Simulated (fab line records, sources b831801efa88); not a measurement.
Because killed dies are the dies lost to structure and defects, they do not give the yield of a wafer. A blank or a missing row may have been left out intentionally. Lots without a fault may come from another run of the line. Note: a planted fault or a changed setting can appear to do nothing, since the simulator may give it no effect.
2 desks, one fault -- flow gf180mcu -- each desk holds nothing but its own numbers, with what lay behind them at the end

TOOL OWNER'S DESK, plasma-asher-02
The tool's own readings at GF_VT_IMPLANT_STRIP_09 (strips in O2/N2): means of the sampled wafers that have a number, for each lot that ran on this tool. A lot is out of limits, marked OUT, if its mean lies more than 4 standard deviations from the usual mean; the brackets give that distance.
Columns: A = drypump-motor-current-A at GF_VT_IMPLANT_STRIP_09, usual 5.7 A; B = heater-power-w at GF_VT_IMPLANT_STRIP_09, usual 325 W; C = oes-product-au at GF_VT_IMPLANT_STRIP_09, usual 0.715 a.u.; D = strip-time-to-endpoint-s at GF_VT_IMPLANT_STRIP_09, usual 12.64 s
lot,first seen here,A,B,C,D
L841,day 6 10:07,5.6,318,0.713,12.62
L845,day 7 00:31,5.3,313,0.716,12.64
L846,day 7 11:29,5.3,318,0.715,12.64
L852,day 8 16:13,5.6,324,0.874 (+35) OUT,-
L860,day 10 17:33,5.3,307,0.716,12.68
L862,day 11 05:43,5.6,314,0.716,12.65
This desk finds L852 out of limits, L852 being first, at day 8 16:13 (oes-product-au at GF_VT_IMPLANT_STRIP_09). Within limits: L841, L845, L846, L860, L862.

FROM THE METROLOGY DESK
What the gauges read, lot by lot, whatever tool the lot ran on: means of the sampled wafers that have a number. A lot is out of limits, marked OUT, if its mean lies more than 4 standard deviations from the usual mean; the brackets give that distance.
Columns: A = VT_IMPLANT_02_OVL at GF_VT_IMPLANT_OVL_MEAS_29, usual 0.4 nm; B = cd-nm at GF_HV_LDD_CD_MEAS_31, usual 400.0 nm; C = PSD_OVL at GF_PSD_OVL_MEAS_08, usual -0.7 nm
lot,first seen here,A,B,C
L840,day 7 05:23,2.5,400.3,-1.9
L842,day 7 14:37,1.2,399.1,-0.3
L841,day 7 15:59,-0.5,399.0,-1.5
L843,day 7 19:38,2.4,402.1,-3.4
L844,day 8 07:59,-1.1,407.0,-1.4
L845,day 8 08:17,-0.7,400.6,-0.9
L846,day 8 19:14,-0.6,398.3,-0.7
L849,day 9 05:59,-1.8,399.3,1.0
L852,day 10 03:14,-1.1,398.2,-0.7
L860,day 12 06:38,-1.6,399.2,-1.3
L861,day 12 12:35,0.9,402.4,-0.3
L862,day 12 19:07,2.4,400.2,-0.9
L863,day 12 23:40,1.0,399.0,-0.6
Finding of this desk: none of the 13 lots has anything out of limits.

ALL TOGETHER
On L852, at day 8 16:13, an alarm was possible from the tool owner's desk.
Metrology desk: nothing out of limits seen.
The metrology desk holds a record of L852, inside its limits.
All the named lots went through GF_VT_IMPLANT_STRIP_09 on plasma-asher-02.

WHAT HAD BEEN PUT IN BY THE SIMULATOR
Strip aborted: plasma-asher-02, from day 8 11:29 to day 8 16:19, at GF_VT_IMPLANT_STRIP_09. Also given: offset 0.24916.
Shown lots that were struck: L852.
How many hours passed from the start of the fault until each desk's first out-of-limits reading: the tool owner's desk, 5.
